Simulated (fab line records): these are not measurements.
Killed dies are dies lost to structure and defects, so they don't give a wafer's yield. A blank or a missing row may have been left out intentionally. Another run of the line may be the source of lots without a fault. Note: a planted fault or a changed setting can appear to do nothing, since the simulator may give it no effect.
fab line records -- flow sky130
[record] lots = 6, wafers = 18, last-day = 50
route steps=708 shown VT_ADJUST_LVTN@109 VT_ADJUST_NCORE@119 PAD_OPEN@708
lots untouched by any fault: they come from a run of this same line in which no faults occurred
start-h: the number of hours between the record's first day and the start of the first shown wafer of the lot -- wait-h: hours from the lot's prior step to this one -- " identical to the entry in the row above -- L1.1+2: a single row standing in for several wafers -- - value missing, or start not given -- * or withheld: withheld -- < > ~ a bound
route shown NAME@n: NAME is a module with steps in the file, n the number in the route of the first one -- usual: average and standard deviation across the fault-free wafers -- same: alike in all rows -- chamber/n: place in a boat -- sites: readings site by site -- _std_site: their standard deviation -- _edge_site: mean of outer sites minus mean of inner sites -- radius-mm: for every site, how far away it sits from the centre of the wafer -- mask NAME#n: copy n -- behind: the most recent tool/chamber to have shaped the wafer -- hold: why the lot went on hold/how many hours it stayed there/how the hold came to an end -- device: which transistor (n, p or np) failed to switch -- end of line: tests of these same wafers at the route's end -- step lacking rows: just its recipe -- killed: dies lost to structure and defects at the first sort, not the wafer's yield -- map: a wafer's dies, marking killed ones x, the rest . and places with no die _
set.NAME: setting as actually run; set.NAME@STEP: the setting as run at that earlier step -- model.NAME: the simulator's own value behind a step, which no gauge read
lots seen at some steps along the route; tables by step, rows by wafer
services: from which hour (start-h, from the record's first day; less than 0 if before it) a tool's chamber was out of use, for how many hours, and why
[[steps]]
[step SKY_VT_ADJUST_LVTN_HMDS_12]
[recipe] prime-time-s = 60, prime-temp-c = 120
[step SKY_VT_ADJUST_LVTN_COAT_13]
[recipe] resist = NOVOLAK, spin-rpm = 3000, resist-thk-nm = 1140
[step SKY_VT_ADJUST_LVTN_SOFTBAKE_14]
[recipe] temp-c = 90, time-s = 60, resist = NOVOLAK
[step SKY_VT_ADJUST_LVTN_EXPOSE_15]
[recipe] mask-id = HVN_STD_DERIVED, na = 0.6, source-shape = conventional, sigma-outer = 0.6, polarization = unpolarized, target-cd-nm = 600, dose-mj = 163
[step SKY_VT_ADJUST_LVTN_PEB_16]
[recipe] temp-c = withheld, time-s = *, resist = NOVOLAK
[step SKY_VT_ADJUST_LVTN_DEVELOP_17]
[recipe] resist = NOVOLAK, developer = TMAH, develop-time-s = 60, dev-temp-c = 23
[step SKY_VT_ADJUST_LVTN_OVL_MEAS_18]
[usual] VT_ADJUST_LVTN_01_OVL = 1.2/1.4
lot.wafer,tool,chamber,start-h,wait-h,VT_ADJUST_LVTN_01_OVL[nm]
L604.1,overlay-02,-,169.03,0.1,1.7
L604.2,overlay-02,-,169.03,0.1,2.2
L604.5,overlay-02,-,169.03,0.1,-1.5
L606.1,overlay-02,-,189.93,0.1,4.4
L606.3,overlay-02,-,189.93,0.1,0.8
L606.6,overlay-02,-,189.93,0.1,0.9
L609.1,overlay-01,-,204.45,0.1,1.8
L609.3,overlay-01,-,204.45,0.1,-0.3
L609.4,overlay-01,-,204.45,0.1,0.7
L610.1,overlay-01,-,211.60,0.1,-1.4
L610.3,overlay-01,-,211.60,0.1,0.4
L610.5,overlay-01,-,211.60,0.1,-1.6
L623.1,overlay-01,-,295.95,0.1,0.1
L623.3,overlay-01,-,295.95,0.1,0.4
L623.4,overlay-01,-,295.95,0.1,1.0
L625.3,overlay-01,-,310.96,0.1,0.2
L625.4,overlay-01,-,310.96,0.1,1.4
L625.5,overlay-01,-,310.96,0.1,-1.1
[step SKY_VT_ADJUST_LVTN_IMPLANT_19]
[recipe] species = B, energy-kev = 30, dose-cm2 = 6.5e+11, tilt-deg = withheld
[step SKY_VT_ADJUST_LVTN_STRIP_20]
[recipe] chemistry = O2/N2, power-w = 1400, pressure-mtorr = 1500, platen-temp-c = withheld, o2-flow-sccm = 3000, n2-flow-sccm = 300, overash-fraction = 0.5
[usual] drypump-motor-current-A = 5.5/0.36, oes-product-au = 0.715/0.0048, strip-time-to-endpoint-s = 14.19/0.043
lot.wafer,tool,chamber,start-h,wait-h,drypump-motor-current-A,oes-product-au,rf-hours-counter-h,strip-time-to-endpoint-s
L604.1,plasma-asher-02,1,169.22,0.1,5.3,0.708,47,14.11
L604.2,plasma-asher-02,0,169.22,0.1,6.0,0.712,47,14.15
L604.5,plasma-asher-02,1,169.22,0.1,5.3,0.724,-,14.10
L606.1,plasma-asher-03,0,190.12,0.1,5.6,0.715,7,14.20
L606.3,plasma-asher-03,1,190.12,0.1,5.7,0.718,-,14.21
L606.6,plasma-asher-03,1,190.12,0.1,5.7,0.722,-,14.25
L609.1,plasma-asher-02,0,204.64,0.1,6.0,0.715,50,14.16
L609.3,plasma-asher-02,0,204.64,0.1,6.0,0.708,-,14.12
L609.4,plasma-asher-02,1,204.64,0.1,5.3,0.712,-,14.16
L610.1,plasma-asher-03,1,211.79,0.1,5.7,0.717,9,14.17
L610.3,plasma-asher-03,0,211.79,0.1,5.6,0.709,-,14.18
L610.5,plasma-asher-03,0,211.79,0.1,5.6,0.718,-,14.16
L623.1,plasma-asher-01,1,296.14,0.1,4.9,0.715,49,14.29
L623.3,plasma-asher-01,0,296.14,0.1,5.4,0.716,-,14.25
L623.4,plasma-asher-01,1,296.14,0.1,4.9,0.723,-,14.28
L625.3,plasma-asher-01,1,311.17,0.1,4.9,0.715,-,14.24
L625.4,plasma-asher-01,0,311.17,0.1,5.4,0.713,-,14.24
L625.5,plasma-asher-01,1,311.17,0.1,4.9,0.719,-,14.22
[step SKY_VT_ADJUST_LVTN_TW_MEAS_21]
[usual] VT_ADJUST_LVTN_2_TW = 189.3/0.87
lot.wafer,tool,chamber,start-h,wait-h,VT_ADJUST_LVTN_2_TW
L604.1,film-metro-02,-,169.32,0.1,190.0
L604.2,film-metro-02,-,169.32,0.1,190.3
L604.5,film-metro-02,-,169.32,0.1,189.0
L606.1,film-metro-02,-,190.22,0.1,189.7
L606.3,film-metro-02,-,190.22,0.1,190.7
L606.6,film-metro-02,-,190.22,0.1,190.3
L609.1,film-metro-02,-,204.74,0.1,190.3
L609.3,film-metro-02,-,204.74,0.1,191.5
L609.4,film-metro-02,-,204.74,0.1,190.2
L610.1,film-metro-03,-,211.89,0.1,190.8
L610.3,film-metro-03,-,211.89,0.1,189.2
L610.5,film-metro-03,-,211.89,0.1,190.0
L623.1,film-metro-03,-,296.24,0.1,188.3
L623.3,film-metro-03,-,296.24,0.1,189.2
L623.4,film-metro-03,-,296.24,0.1,189.4
L625.3,film-metro-01,-,311.26,0.1,189.4
L625.4,film-metro-01,-,311.26,0.1,189.4
L625.5,film-metro-01,-,311.26,0.1,189.4
[step SKY_VT_ADJUST_NCORE_DEHYDRATE_00]
[recipe] temp-c = 200, time-s = 60
[step SKY_VT_ADJUST_NCORE_HMDS_01]
[recipe] prime-time-s = 60, prime-temp-c = 120
[step SKY_VT_ADJUST_NCORE_COAT_02]
[recipe] resist = NOVOLAK, spin-rpm = 3000, resist-thk-nm = 1140
[usual] dispense-pressure-kPa = 50.2/2.7, resist-line-temp-C = 22.99/0.11, spin-speed-rpm = 3000.2/1.8
lot.wafer,tool,chamber,start-h,wait-h,dispense-pressure-kPa,resist-line-temp-C,spin-speed-rpm,model.NOVOLAK_of_VT_ADJUST_NCORE_COAT_02.thk-nm
L604.1,litho-track-01,0,179.68,0.1,54.7,22.98,3002.6,1142
L604.2,litho-track-01,0,179.68,0.1,54.7,23.01,3000.2,1144
L604.5,litho-track-01,0,179.68,0.1,54.6,23.04,3000.2,1144
L606.1,litho-track-04,0,200.66,0.1,49.5,23.03,2999.1,1138
L606.3,litho-track-04,0,200.66,0.1,49.5,22.95,2999.4,1143
L606.6,litho-track-04,0,200.66,0.1,49.5,22.83,3000.8,1142
L609.1,litho-track-01,0,215.63,0.1,54.6,23.00,2849.5,1167
L609.3,litho-track-01,0,215.63,0.1,54.7,22.89,2853.8,1165
L609.4,litho-track-01,0,215.63,0.1,54.7,22.98,2848.5,1166
L610.1,litho-track-01,0,222.73,0.1,54.7,23.27,2847.4,1168
L610.3,litho-track-01,0,222.73,0.1,54.7,23.20,2848.9,1166
L610.5,litho-track-01,0,222.73,0.1,54.7,23.17,2847.8,1165
L623.1,litho-track-02,0,308.55,0.1,47.9,23.16,3000.6,1140
L623.3,litho-track-02,0,308.55,0.1,47.9,23.08,2998.5,1140
L623.4,litho-track-02,0,308.55,0.1,47.9,23.08,2996.7,1140
L625.3,litho-track-04,0,324.11,0.1,49.5,22.92,3001.6,1144
L625.4,litho-track-04,0,324.11,0.1,49.6,23.01,2998.5,1140
L625.5,litho-track-04,0,324.11,0.1,49.6,22.95,3002.0,1138
[step SKY_VT_ADJUST_NCORE_SOFTBAKE_03]
[recipe] temp-c = 90, time-s = 60, resist = NOVOLAK
[step SKY_VT_ADJUST_NCORE_EXPOSE_04]
[recipe] mask-id = LVTN_COMPLEMENT_THIN, na = 0.6, source-shape = conventional, sigma-outer = 0.6, polarization = unpolarized, target-cd-nm = 380, dose-mj = 139
[step SKY_VT_ADJUST_NCORE_PEB_05]
[recipe] temp-c = withheld, time-s = *, resist = NOVOLAK
[step SKY_VT_ADJUST_NCORE_DEVELOP_06]
[recipe] resist = NOVOLAK, developer = TMAH, develop-time-s = 60, dev-temp-c = 23
[usual] developer-temp-C = 23.02/0.095, resist-line-temp-C = 23.00/0.099
lot.wafer,tool,chamber,start-h,wait-h,developer-temp-C,resist-line-temp-C,model.NOVOLAK_of_VT_ADJUST_NCORE_COAT_02.thk-nm
L604.1,litho-track-02,0,190.15,0.1,23.07,23.10,1141
L604.2,litho-track-02,0,190.15,0.1,22.97,23.00,1144
L604.5,litho-track-02,0,190.15,0.1,22.92,22.87,1143
L606.1,litho-track-02,0,211.80,0.1,23.16,23.11,1138
L606.3,litho-track-02,0,211.80,0.1,22.94,23.04,1142
L606.6,litho-track-02,0,211.80,0.1,23.06,22.91,1142
L609.1,litho-track-01,0,227.23,0.1,22.97,22.85,1167
L609.3,litho-track-01,0,227.23,0.1,22.97,22.95,1164
L609.4,litho-track-01,0,227.23,0.1,22.96,22.85,1165
L610.1,litho-track-02,0,234.20,0.1,23.13,23.10,1167
L610.3,litho-track-02,0,234.20,0.1,22.98,23.04,1166
L610.5,litho-track-02,0,234.20,0.1,22.92,23.00,1165
L623.1,litho-track-01,0,322.33,0.1,23.13,22.93,1139
L623.3,litho-track-01,0,322.33,0.1,22.99,23.06,1140
L623.4,litho-track-01,0,322.33,0.1,23.06,22.84,1140
L625.3,litho-track-01,0,337.13,0.1,23.03,22.84,1144
L625.4,litho-track-01,0,337.13,0.1,22.94,22.89,1140
L625.5,litho-track-01,0,337.13,0.1,23.08,23.09,1138
[step SKY_VT_ADJUST_NCORE_CD_MEAS_07]
[recipe] target-cd-nm = 380
[usual] cd-nm = 379.6/2.8
lot.wafer,tool,chamber,start-h,wait-h,cd-nm
L604.1,cd-sem-02,-,190.30,0.1,380.8
L604.2,cd-sem-02,-,190.30,0.1,381.9
L604.5,cd-sem-02,-,190.30,0.1,379.7
L606.1,cd-sem-02,-,211.95,0.1,381.7
L606.3,cd-sem-02,-,211.95,0.1,381.0
L606.6,cd-sem-02,-,211.95,0.1,382.0
L609.1,cd-sem-02,-,227.38,0.1,380.4
L609.3,cd-sem-02,-,227.38,0.1,376.0
L609.4,cd-sem-02,-,227.38,0.1,375.4
L610.1,cd-sem-01,-,234.35,0.1,378.0
L610.3,cd-sem-01,-,234.35,0.1,376.6
L610.5,cd-sem-01,-,234.35,0.1,377.1
L623.1,cd-sem-01,-,322.48,0.1,380.9
L623.3,cd-sem-01,-,322.48,0.1,382.9
L623.4,cd-sem-01,-,322.48,0.1,380.1
L625.3,cd-sem-02,-,337.27,0.1,378.2
L625.4,cd-sem-02,-,337.27,0.1,377.8
L625.5,cd-sem-02,-,337.27,0.1,379.5
[step SKY_VT_ADJUST_NCORE_OVL_MEAS_08]
[usual] VT_ADJUST_NCORE_OVL = -0.2/1.4
lot.wafer,tool,chamber,start-h,wait-h,VT_ADJUST_NCORE_OVL[nm]
L604.1,overlay-02,-,190.42,0.1,-1.1
L604.2,overlay-02,-,190.42,0.1,-0.1
L604.5,overlay-02,-,190.42,0.1,1.0
L606.1,overlay-01,-,212.07,0.1,-1.5
L606.3,overlay-01,-,212.07,0.1,0.5
L606.6,overlay-01,-,212.07,0.1,0.7
L609.1,overlay-01,-,227.50,0.1,0.3
L609.3,overlay-01,-,227.50,0.1,4.6
L609.4,overlay-01,-,227.50,0.1,2.3
L610.1,overlay-02,-,234.47,0.1,-2.1
L610.3,overlay-02,-,234.47,0.1,-0.9
L610.5,overlay-02,-,234.47,0.1,0.7
L623.1,overlay-02,-,322.60,0.1,0.7
L623.3,overlay-02,-,322.60,0.1,-1.2
L623.4,overlay-02,-,322.60,0.1,-1.4
L625.3,overlay-02,-,337.36,0.1,2.9
L625.4,overlay-02,-,337.36,0.1,0.7
L625.5,overlay-02,-,337.36,0.1,2.7
[step SKY_VT_ADJUST_NCORE_IMPLANT_09]
[recipe] species = B, energy-kev = 10, dose-cm2 = 2.4e+12, tilt-deg = withheld
[step SKY_VT_ADJUST_NCORE_STRIP_10]
[recipe] chemistry = O2/N2, power-w = 1400, pressure-mtorr = 1500, platen-temp-c = withheld, o2-flow-sccm = 3000, n2-flow-sccm = 300, overash-fraction = 0.5
[usual] drypump-motor-current-A = 5.29/0.28, oes-product-au = 0.715/0.0043, strip-time-to-endpoint-s = 14.18/0.042
lot.wafer,tool,chamber,start-h,wait-h,drypump-motor-current-A,oes-product-au,rf-hours-counter-h,strip-time-to-endpoint-s
L604.1,plasma-asher-01,0,190.61,0.1,5.43,0.713,38,14.20
L604.2,plasma-asher-01,1,190.61,0.1,4.90,0.717,38,14.23
L604.5,plasma-asher-01,1,190.61,0.1,4.91,0.711,-,14.24
L606.1,plasma-asher-03,0,212.26,0.1,5.59,0.715,9,14.16
L606.3,plasma-asher-03,0,212.26,0.1,5.58,0.722,-,14.21
L606.6,plasma-asher-03,1,212.26,0.1,5.70,0.720,-,14.19
L609.1,plasma-asher-04,0,227.69,0.1,5.11,0.723,54,14.46
L609.3,plasma-asher-04,1,227.69,0.1,5.40,0.708,-,14.43
L609.4,plasma-asher-04,0,227.69,0.1,5.08,0.717,-,14.44
L610.1,plasma-asher-01,0,234.66,0.1,5.44,0.711,43,14.48
L610.3,plasma-asher-01,1,234.66,0.1,4.84,0.721,-,14.45
L610.5,plasma-asher-01,1,234.66,0.1,4.86,0.720,-,14.44
L623.1,plasma-asher-04,1,322.79,0.1,5.35,0.718,63,14.18
L623.3,plasma-asher-04,0,322.79,0.1,5.09,0.721,-,14.18
L623.4,plasma-asher-04,1,322.79,0.1,5.37,0.714,-,14.17
L625.3,plasma-asher-03,0,337.57,0.1,5.62,0.713,-,14.21
L625.4,plasma-asher-03,1,337.57,0.1,5.72,0.712,-,14.18
L625.5,plasma-asher-03,0,337.57,0.1,5.60,0.714,-,14.17
[step SKY_VT_ADJUST_NCORE_TW_MEAS_11]
[usual] VT_ADJUST_NCORE_TW = 221.1/1.1
lot.wafer,tool,chamber,start-h,wait-h,VT_ADJUST_NCORE_TW
L604.1,film-metro-04,-,190.71,0.1,222.4
L604.2,film-metro-04,-,190.71,0.1,220.9
L604.5,film-metro-04,-,190.71,0.1,222.0
L606.1,film-metro-02,-,212.36,0.1,222.5
L606.3,film-metro-02,-,212.36,0.1,221.1
L606.6,film-metro-02,-,212.36,0.1,221.5
L609.1,film-metro-03,-,227.79,0.1,220.7
L609.3,film-metro-03,-,227.79,0.1,221.2
L609.4,film-metro-03,-,227.79,0.1,221.7
L610.1,film-metro-03,-,234.76,0.1,223.0
L610.3,film-metro-03,-,234.76,0.1,220.9
L610.5,film-metro-03,-,234.76,0.1,221.7
L623.1,film-metro-02,-,322.89,0.1,220.6
L623.3,film-metro-02,-,322.89,0.1,219.7
L623.4,film-metro-02,-,322.89,0.1,219.6
L625.3,film-metro-02,-,337.66,0.1,219.7
L625.4,film-metro-02,-,337.66,0.1,220.2
L625.5,film-metro-02,-,337.66,0.1,220.2
[step SKY_PAD_OPEN_PROBE_99]
[usual] killed_at_M0_to_M3 = 43/6.9, killed_at_M4_up = 3.1/1.8, killed-at-contacts = 24/5.1, killed-at-front-end = 15/4.8, killed-at-other = 0.3/0.48, killed-dies = 86/8.9, killed-open = 47/6.8, killed-short = 39/6.3
[same] gross-dies = 492, killed-at-back-side = 0
lot.wafer,tool,chamber,start-h,wait-h,killed_at_M0_to_M3,killed_at_M4_up,killed-at-contacts,killed-at-front-end,killed-at-other,killed-dies,killed-open,killed-short
L606.1,prober-01,-,1103.09,0.1,38,1,23,20,0,82,53,29
L606.3,prober-01,-,1103.19,0.2,39,4,21,11,0,75,36,39
L606.6,prober-01,-,1103.34,0.2,37,4,17,21,0,79,44,35
L609.1,prober-02,-,1114.78,0.1,47,3,24,18,0,92,52,39
L609.3,prober-02,-,1114.88,0.2,56,5,21,13,0,95,55,40
L609.4,prober-02,-,1114.93,0.2,42,3,23,19,0,87,49,36
L625.3,prober-02,-,1192.12,0.2,49,2,32,19,0,102,59,43
L625.4,prober-02,-,1192.17,0.2,32,3,29,13,0,77,43,34
L625.5,prober-02,-,1192.22,0.2,55,2,27,12,0,96,53,43
// killed by level:class
L606.1 CONTACT:geometric-particle:open=12 VIA1:geometric-particle:open=12 POLY_GATE:geometric-particle:short=7 VIA3:geometric-particle:open=7 POLY_GATE:geometric-particle:open=4 LI_CONTACT:geometric-particle:open=4 METAL1:geometric-particle:short=4 FIELD_ISO:geometric-particle:open=3
L606.3 VIA1:geometric-particle:open=9 LOCAL_INTERCONNECT:geometric-particle:short=7 LI_CONTACT:geometric-particle:open=7 METAL2:geometric-particle:short=7 METAL3:geometric-particle:short=6 CONTACT:geometric-particle:open=5 METAL1:geometric-particle:short=4 FIELD_ISO:geometric-particle:open=3
L606.6 LI_CONTACT:geometric-particle:open=9 VIA1:geometric-particle:open=6 METAL2:geometric-particle:short=6 VIA3:geometric-particle:open=6 METAL3:geometric-particle:short=5 VIA2:geometric-particle:open=5 FIELD_ISO:geometric-particle:short=4 METAL4:geometric-particle:short=4
L609.1 VIA1:geometric-particle:open=14 VIA2:geometric-particle:open=10 LI_CONTACT:geometric-particle:open=7 CONTACT:geometric-particle:open=7 LOCAL_INTERCONNECT:geometric-particle:short=7 FIELD_ISO:geometric-particle:short=6 VIA3:geometric-particle:open=6 VIA1:geometric-particle:short=6
L609.3 VIA1:geometric-particle:open=17 VIA2:geometric-particle:open=10 CONTACT:geometric-particle:open=8 POLY_GATE:geometric-particle:short=6 LI_CONTACT:geometric-particle:open=6 VIA1:geometric-particle:short=6 VIA3:geometric-particle:short=5 VIA2:geometric-particle:short=4
L609.4 VIA1:geometric-particle:open=10 CONTACT:geometric-particle:open=9 VIA2:geometric-particle:open=8 METAL2:geometric-particle:short=6 FIELD_ISO:geometric-particle:short=5 METAL1:geometric-particle:short=5 FIELD_ISO:geometric-particle:open=4 LOCAL_INTERCONNECT:geometric-particle:short=4
L625.3 VIA1:geometric-particle:open=17 LI_CONTACT:geometric-particle:open=13 VIA3:geometric-particle:open=7 VIA1:geometric-particle:short=6 FIELD_ISO:geometric-particle:open=5 POLY_GATE:geometric-particle:short=5 LOCAL_INTERCONNECT:geometric-particle:short=5 CONTACT:geometric-particle:short=5
L625.4 CONTACT:geometric-particle:open=9 LI_CONTACT:geometric-particle:open=8 VIA2:geometric-particle:open=6 VIA3:geometric-particle:open=6 CONTACT:geometric-particle:short=5 VIA1:geometric-particle:open=5 FIELD_ISO:geometric-particle:short=4 POLY_GATE:geometric-particle:short=3
L625.5 VIA1:geometric-particle:open=15 LI_CONTACT:geometric-particle:open=9 VIA2:geometric-particle:open=8 CONTACT:geometric-particle:open=7 METAL1:geometric-particle:short=7 VIA3:geometric-particle:short=6 FIELD_ISO:geometric-particle:open=5 VIA3:geometric-particle:open=5
[[services]]
tool,chamber,start-h,hours,kind
plasma-asher-04,-,178.44,7.0,repair
plasma-asher-04,-,206.04,1.6,repair
plasma-asher-03,-,322.17,3.6,repair
[[key]]
[first-sign] step = SKY_VT_ADJUST_NCORE_COAT_02, reading = spin-speed-rpm, direction = down, sigmas = 85, usual = 3000.2, struck = 2849.3
[effect] step = SKY_VT_ADJUST_NCORE_STRIP_10, reading = strip-time-to-endpoint-s, direction = up, sigmas = 6.5, usual = *, struck = *
[model-effect] step = SKY_VT_ADJUST_NCORE_COAT_02, value = NOVOLAK_of_VT_ADJUST_NCORE_COAT_02.thk-nm, without = 1136, struck = 1166
[model-effect] step = SKY_VT_ADJUST_NCORE_DEVELOP_06, value = NOVOLAK_of_VT_ADJUST_NCORE_COAT_02.thk-nm, without = 1136, struck = 1166
met-at SKY_VT_ADJUST_NCORE_COAT_02
struck-wafers L609.1,L609.3,L609.4,L610.1,L610.3,L610.5
tester-left-out L609,L610
onset-between 179.68 215.63
[fault] kind = process-parameter-drift, tool = litho-track-01, chamber = -, onset-h = 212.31, steps = SKY_VT_ADJUST_NCORE_COAT_02, channel = spin-rpm, offset = -151.84, shape = step, end-h = 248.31, acts-in = these-recipes-only, stated = 3000
// tester-left-out: of these lots the tester's yield and bins aren't shown, on N5 and GAA mostly nor the transistor test; their killed dies are dies lost to structure and defects alone, not to doping, threshold or leakage, so they don't give the yield
